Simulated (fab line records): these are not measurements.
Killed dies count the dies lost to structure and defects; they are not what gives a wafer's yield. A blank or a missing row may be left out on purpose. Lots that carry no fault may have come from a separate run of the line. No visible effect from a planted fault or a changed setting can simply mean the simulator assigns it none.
What tool caused it? | flow sky130 | 11 lots with 33 wafers sampled at 5 steps, on a route of 708 steps

== WHAT THE GAUGES SHOWED, per wafer ==
SKY_VIA3_THK_MEAS_01.
lot  | measured     | on            | VIA3_HDPCVD_THK (nm)
L296 | day 39 04:17 | film-metro-02 | 1680 1623 1644
L299 | day 40 04:08 | film-metro-01 | 1639 1616 1631
L302 | day 40 11:53 | film-metro-03 | 1626 1630 1627
L301 | day 40 12:46 | film-metro-01 | 1643 1651 1665
L307 | day 41 20:55 | film-metro-01 | 1647 1636 1662
L309 | day 42 03:31 | film-metro-03 | 1628 1636 1653
L308 | day 42 05:53 | film-metro-02 | 1606 1646 1598
L314 | day 43 20:23 | film-metro-01 | 1651 1643 1632
L316 | day 44 04:14 | film-metro-01 | 1643 1644 1635
L317 | day 44 16:43 | film-metro-01 | 1624 1649 1634
L319 | day 44 22:29 | film-metro-03 | 1639 1632 1613

SKY_VIA3_OVL_MEAS_13.
lot  | measured     | on         | VIA3_OVL (nm)
L296 | day 40 04:59 | overlay-02 | 3 2 8
L299 | day 41 04:24 | overlay-02 | 9 -13 -3
L302 | day 41 12:06 | overlay-02 | -3 8 8
L301 | day 41 13:14 | overlay-02 | 8 12 6
L307 | day 42 20:25 | overlay-01 | 2 1 -2
L309 | day 43 03:19 | overlay-02 | 4 5 3
L308 | day 43 05:25 | overlay-02 | 6 13 4
L314 | day 44 19:22 | overlay-01 | 9 3 7
L316 | day 45 02:30 | overlay-02 | -9 0 -4
L317 | day 45 14:27 | overlay-01 | 5 2 0
L319 | day 45 20:43 | overlay-01 | 5 5 2

SKY_CAP2M_THK_MEAS_01.
lot  | measured     | on            | CAP2M_CVD_00_THK (nm)
L296 | day 40 06:34 | film-metro-01 | 15.32 15.03 15.57
L299 | day 41 05:59 | film-metro-03 | 15.26 15.14 15.51
L302 | day 41 13:40 | film-metro-03 | 15.60 15.60 15.92
L301 | day 41 14:48 | film-metro-01 | 15.44 14.98 15.92
L307 | day 42 22:08 | film-metro-01 | 15.45 14.54 15.58
L309 | day 43 04:55 | film-metro-04 | 14.32 15.59 15.78
L308 | day 43 07:08 | film-metro-03 | 14.74 15.39 14.41
L314 | day 44 20:56 | film-metro-04 | 15.53 15.42 15.78
L316 | day 45 04:05 | film-metro-01 | 15.53 16.08 15.76
L317 | day 45 16:01 | film-metro-04 | 15.34 16.07 16.01
L319 | day 45 22:17 | film-metro-03 | 15.63 15.75 15.97

== WHICH TOOL RAN EACH LOT (tool, then ch and the chambers of the sampled wafers, then the start) ==
lot  | SKY_METAL4_SPUTTER_04        | SKY_CAP2M_CVD_00
L296 | pvd-sputter-02, day 40 06:29 | pecvd-04 ch 0,1, day 40 06:32
L299 | pvd-sputter-03, day 41 05:53 | pecvd-02 ch 1,2, day 41 05:56
L302 | pvd-sputter-03, day 41 13:35 | pecvd-04 ch 0,1, day 41 13:38
L301 | pvd-sputter-03, day 41 14:43 | pecvd-01 ch 0,2, day 41 14:46
L307 | pvd-sputter-04, day 42 22:04 | pecvd-04 ch 0,2, day 42 22:07
L309 | pvd-sputter-02, day 43 04:50 | pecvd-04 ch 0,2, day 43 04:53
L308 | pvd-sputter-04, day 43 07:02 | pecvd-04 ch 0,2, day 43 07:05
L314 | pvd-sputter-02, day 44 20:52 | pecvd-02 ch 0,1,2, day 44 20:55
L316 | pvd-sputter-02, day 45 04:01 | pecvd-02 ch 0,1,2, day 45 04:04
L317 | pvd-sputter-04, day 45 15:57 | pecvd-02 ch 0,1,2, day 45 15:59
L319 | pvd-sputter-04, day 45 22:13 | pecvd-01 ch 0,2, day 45 22:16
- SKY_METAL4_SPUTTER_04: material TiN, target thk 70 nm, time 58.3 s.
- SKY_CAP2M_CVD_00: deposits SiO2, target thk 15.5 nm.

== AS READ BY THE TOOLS THEMSELVES (means over the sampled wafers that have a number; for cases with no such wafer, the mark the record gives instead) ==
SKY_METAL4_SPUTTER_04.
lot  | tool           | throttle-valve-pct (%)
L296 | pvd-sputter-02 | 30.0
L299 | pvd-sputter-03 | 29.5
L302 | pvd-sputter-03 | 28.8
L301 | pvd-sputter-03 | 29.6
L307 | pvd-sputter-04 | 29.5
L309 | pvd-sputter-02 | 30.0
L308 | pvd-sputter-04 | 29.7
L314 | pvd-sputter-02 | 30.0
L316 | pvd-sputter-02 | 30.1
L317 | pvd-sputter-04 | 29.1
L319 | pvd-sputter-04 | 30.1

SKY_CAP2M_CVD_00.
lot  | tool     | heater-power-w (W) | rf-fwd-power-W (W)
L296 | pecvd-04 | 717                | 438.9
L299 | pecvd-02 | 697                | 440.6
L302 | pecvd-04 | 704                | 439.7
L301 | pecvd-01 | 602                | 443.7
L307 | pecvd-04 | 618                | 414.8
L309 | pecvd-04 | 693                | 414.0
L308 | pecvd-04 | 654                | 390.9
L314 | pecvd-02 | 688                | 441.0
L316 | pecvd-02 | 718                | 439.0
L317 | pecvd-02 | 737                | 440.9
L319 | pecvd-01 | 672                | 443.1

== THE ANSWER, worked out from the rows above alone ==
Rule: usual is defined by the lots themselves. The widest of any qualifying gaps counts: lots, ordered by their means at a reading, are off when they make up no more than a third of the lots, leave a main group of 4 or more, and stand apart from it by 3 or more times the standard deviation of that group's means. The tables above print the reading to a certain number of digits; a main group whose means all agree to those digits is not used. Also off: a lot with no number at a reading for which 4 or more lots have one. Where the step has rows for the other lots, those lots are counted as sound. First the gauges in route order, then the tools' own readings, where a lot's mean is used as printed above. The first step at which some lot is off is used, and at that step the reading that is off furthest; a lot without a number counts as furthest.
Off: L307, L309, L308 (SKY_CAP2M_CVD_00, rf-fwd-power-W). The main group: mean 440.9 W, standard deviation 1.7.
A tool fits if, at that step or a process step before it, it ran every lot that is off, and no sound lot after the first of them. One candidate fits, namely pecvd-04 at SKY_CAP2M_CVD_00. Its last sound lot is L302 (day 41 13:38), its first lot that is off L307 (day 42 22:07): a fault that began between those two fits.
The tool's own readings at SKY_CAP2M_CVD_00 bear it out: on the lots that are off they differ by more than 5 times the standard deviation of the sound lots' means. rf-fwd-power-W reads 406.6 W there against 440.9 W on the sound lots.

== WHAT THE SIMULATOR HAD INSERTED ==
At SKY_CAP2M_CVD_00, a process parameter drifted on pecvd-04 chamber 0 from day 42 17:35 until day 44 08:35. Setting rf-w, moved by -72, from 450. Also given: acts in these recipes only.
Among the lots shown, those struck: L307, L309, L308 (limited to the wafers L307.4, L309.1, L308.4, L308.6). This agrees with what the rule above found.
